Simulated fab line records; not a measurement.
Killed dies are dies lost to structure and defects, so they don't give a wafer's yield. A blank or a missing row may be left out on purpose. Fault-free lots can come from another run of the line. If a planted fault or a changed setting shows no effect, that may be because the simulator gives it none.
Problem report, 8D (eight disciplines) form, completed by code | flow sky130 | the parts of the form that need people (team, actions taken, sign-off) are left out

1. THE ISSUE
Wafers without a fault read 89.08 s, standard deviation 0.2; run-length-s at SKY_METAL5_SOFTBAKE_10 reads a mean of 98.31 s on 6 wafers belonging to 2 lots. That puts it +46 standard deviations away from the usual mean.
The step: time 60 s.
First seen on wafer L620.1, day 44 15:07, on litho-track-03. Wafers with a number at this step in the record: 36, from 12 lots. Rule for "out", or "out of limits": more than 4 standard deviations from the usual mean. The other wafers with a number count as sound.

2. WHAT IT IS, WHAT IT ISN'T
question                    | is                     | is not
which readings at this step | run-length-s           | plate-temp-C
which lots                  | L620, L623             | L618, L619, L621, L622, L629, L631, L634, L636, L637, L639
which wafers of those lots  | all that have a number | -
read on which tools         | litho-track-03         | litho-track-01, litho-track-02
when                        | from day 44 15:07      | up to then (6 sound wafers); but 24 sound wafers of L621, L622, L629, L631, L634, L636, L637, L639 came after

3. WHAT RULES OUT EACH SUSPECT
Counting: any tool at a process step up to the reading is kept as a suspect provided that every lot that is out went through it and no sound lot did after the first of them.
- pvd-sputter-04 at SKY_METAL4_SPUTTER_04 (material TiN, target thk 70 nm, time 58.3 s): ruled out as a lasting fault. Sound lots L621, L629 ran on it after its first lot that is out, L620 (day 41 03:20).
- litho-track-03 at SKY_METAL5_SOFTBAKE_10 (time 60 s): ruled out as a lasting fault. Sound lots L636, L637 ran on it after its first lot that is out, L620 (day 44 15:07).
Left after counting: nothing in the record.

4. THE CAUSE (what the simulator had put in)
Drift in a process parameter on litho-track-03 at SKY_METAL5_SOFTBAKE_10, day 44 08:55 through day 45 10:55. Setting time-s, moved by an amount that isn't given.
Counting ruled it out, wrongly.

5. SEQUENCE OF EFFECTS, ordered by route
Each row: a reading whose mean over the struck wafers that have a number lies more than 3 standard deviations from the usual. Only readings for which the record gives a usual standard deviation are gone through. hours: the time from each lot's start at the first step in this table that gives one to its start at this step, as a median over the lots. sigmas: the change in usual standard deviations.
hours | step                   | reading      | usual   | on struck wafers | change | sigmas
0     | SKY_METAL5_SOFTBAKE_10 | run-length-s | 89.08 s | 98.31            | +9.23  | +46
Process steps it contains:
- SKY_METAL5_SOFTBAKE_10: time 60 s.

6. WHAT WOULD HAVE CAUGHT IT SOONER
First out-of-limits reading in this record: day 44 15:07, which is 6 hours after fault onset at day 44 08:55.
